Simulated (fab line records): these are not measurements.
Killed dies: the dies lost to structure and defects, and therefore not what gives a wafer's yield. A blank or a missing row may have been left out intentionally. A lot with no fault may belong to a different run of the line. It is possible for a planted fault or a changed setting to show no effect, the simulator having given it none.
Chamber matching -- flow sky130 -- 4 sister chambers for SKY_LI_CONTACT_CMP_02 on cmp-02
The step polishes PSG. 8 wafers are shown with their chamber, then 8 later ones without.

== WAFERS PAIRED WITH THEIR CHAMBERS ==
wafer,chamber,motor_current_A (A),slurry_flow_ml_min
L862.4,0,11.6,150.1
L863.5,0,11.8,150.7
L864.5,1,14.7,149.9
L867.1,1,14.3,149.5
L867.5,2,12.3,149.6
L867.6,3,10.7,150.2
L870.4,2,11.8,150.0
L880.1,3,10.1,149.5

== WAFERS MISSING THEIR CHAMBER ==
wafer,motor_current_A (A),slurry_flow_ml_min
L880.3,11.9,149.6
L880.5,11.8,149.7
L881.1,10.5,149.2
L881.3,11.5,149.7
L881.6,12.2,150.2
L883.1,12.2,150.1
L883.3,11.9,149.8
L883.6,12.7,150.2

== EACH ONE'S CHAMBER ==
wafer,from the rows above,in truth
L880.3,can't be placed: 2 or 0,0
L880.5,can't be placed: 2 or 0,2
L881.1,3,3
L881.3,can't be placed: 2 or 0 or 3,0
L881.6,can't be placed: 2 or 0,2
L883.1,can't be placed: 2 or 0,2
L883.3,can't be placed: 2 or 0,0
L883.6,can't be placed: 2 or 0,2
1 of 8 placed correctly. From these rows, 7 cannot be placed; in 7 the true chamber is one of the candidates. 0 placed wrongly.
How it was worked out, from the rows above alone: a wafer's distance from a chamber is the root of the sum, over the readings, of the square of ((its reading less the chamber's mean) divided by the reading's scatter). The wafer belongs to the nearest chamber; if the next one is less than 2 further off, it can't be placed. The mean given for a chamber averages the wafers shown for that chamber. The scatter is the square root of a quotient: the sum, over the shown wafers, of each reading's squared deviation from its chamber's mean, divided by wafers minus chambers.
